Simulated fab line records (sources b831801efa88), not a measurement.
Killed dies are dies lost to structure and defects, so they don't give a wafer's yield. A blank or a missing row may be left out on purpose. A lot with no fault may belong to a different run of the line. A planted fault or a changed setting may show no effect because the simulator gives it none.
Which tool was responsible? / flow gf180mcu / Sampling: 6 lots, 18 wafers, 3 of 602 route steps

== WHAT THE GAUGES READ, wafer by wafer ==
GF_MIM_THK_MEAS_06.
lot=L510; measured=day 25 20:46; on=film_metro-04; MIM_CVD_05_THK (nm)=42.5 42.4 43.1
lot=L513; measured=day 27 02:46; on=film_metro-01; MIM_CVD_05_THK (nm)=41.7 41.2 41.4
lot=L516; measured=day 27 19:29; on=film_metro-04; MIM_CVD_05_THK (nm)=41.7 41.6 42.8
lot=L519; measured=day 28 16:23; on=film_metro-04; MIM_CVD_05_THK (nm)=41.8 42.2 42.1
lot=L521; measured=day 29 11:09; on=film_metro-04; MIM_CVD_05_THK (nm)=41.7 42.2 42.4
lot=L523; measured=day 30 03:53; on=film_metro-01; MIM_CVD_05_THK (nm)=32.9 42.0 42.5 32.8 42.1 42.5

== WHICH TOOL RAN EACH LOT (tool, then ch and the chambers of the sampled wafers, then the start) ==
lot=L510; GF_V4_SPUTTER_21=pvd_sputter-04, day 25 19:17; GF_MIM_CVD_05=pecvd-04 ch 1,2, day 25 20:43
lot=L513; GF_V4_SPUTTER_21=pvd_sputter-03, day 27 01:49; GF_MIM_CVD_05=pecvd-04 ch 0,2, day 27 02:44
lot=L516; GF_V4_SPUTTER_21=pvd_sputter-04, day 27 18:32; GF_MIM_CVD_05=pecvd-04 ch 0,1, day 27 19:27
lot=L519; GF_V4_SPUTTER_21=pvd_sputter-04, day 28 15:26; GF_MIM_CVD_05=pecvd-01 ch 0,1,2, day 28 16:21
lot=L521; GF_V4_SPUTTER_21=pvd_sputter-04, day 29 10:11; GF_MIM_CVD_05=pecvd-01 ch 1,2, day 29 11:06
lot=L523; GF_V4_SPUTTER_21=pvd_sputter-01, day 30 02:51; GF_MIM_CVD_05=pecvd-01 ch 0,2, day 30 03:49
- GF_V4_SPUTTER_21: material Ti, target thk 15 nm, time 80.02 s.
- GF_MIM_CVD_05: deposits Si3N4, target thk 42 nm, time 29.086 s.

== THE ANSWER, worked out from the rows above alone ==
Rule: the lots themselves supply what counts as usual. Put in order of their means at a reading, lots are off if they are a third of the lots or fewer, leave a main group of 4 or more, and stand apart from it by a gap of 3 or more times the standard deviation of the main group's means; of several such gaps the widest counts. A main group whose means are all the same, to the digits that the tables above print for the reading, isn't used. A lot without any number at a reading at which 4 lots or more have one is off too. The other lots that the step has rows for count as sound.
Off: L523, at GF_MIM_THK_MEAS_06 (MIM_CVD_05_THK). Main group: mean 42.1 nm, sd 0.39.
If a tool, at a process step before that reading, ran all the lots that are off and no sound lot after the first of them, it fits. Those tools and the gauges at GF_MIM_THK_MEAS_06 are tried in the same way. Can't be told from this: 3 tools fit, pvd_sputter-01 at GF_V4_SPUTTER_21, pecvd-01 at GF_MIM_CVD_05, film_metro-01 at GF_MIM_THK_MEAS_06.

== WHAT THE SIMULATOR HAD INSERTED ==
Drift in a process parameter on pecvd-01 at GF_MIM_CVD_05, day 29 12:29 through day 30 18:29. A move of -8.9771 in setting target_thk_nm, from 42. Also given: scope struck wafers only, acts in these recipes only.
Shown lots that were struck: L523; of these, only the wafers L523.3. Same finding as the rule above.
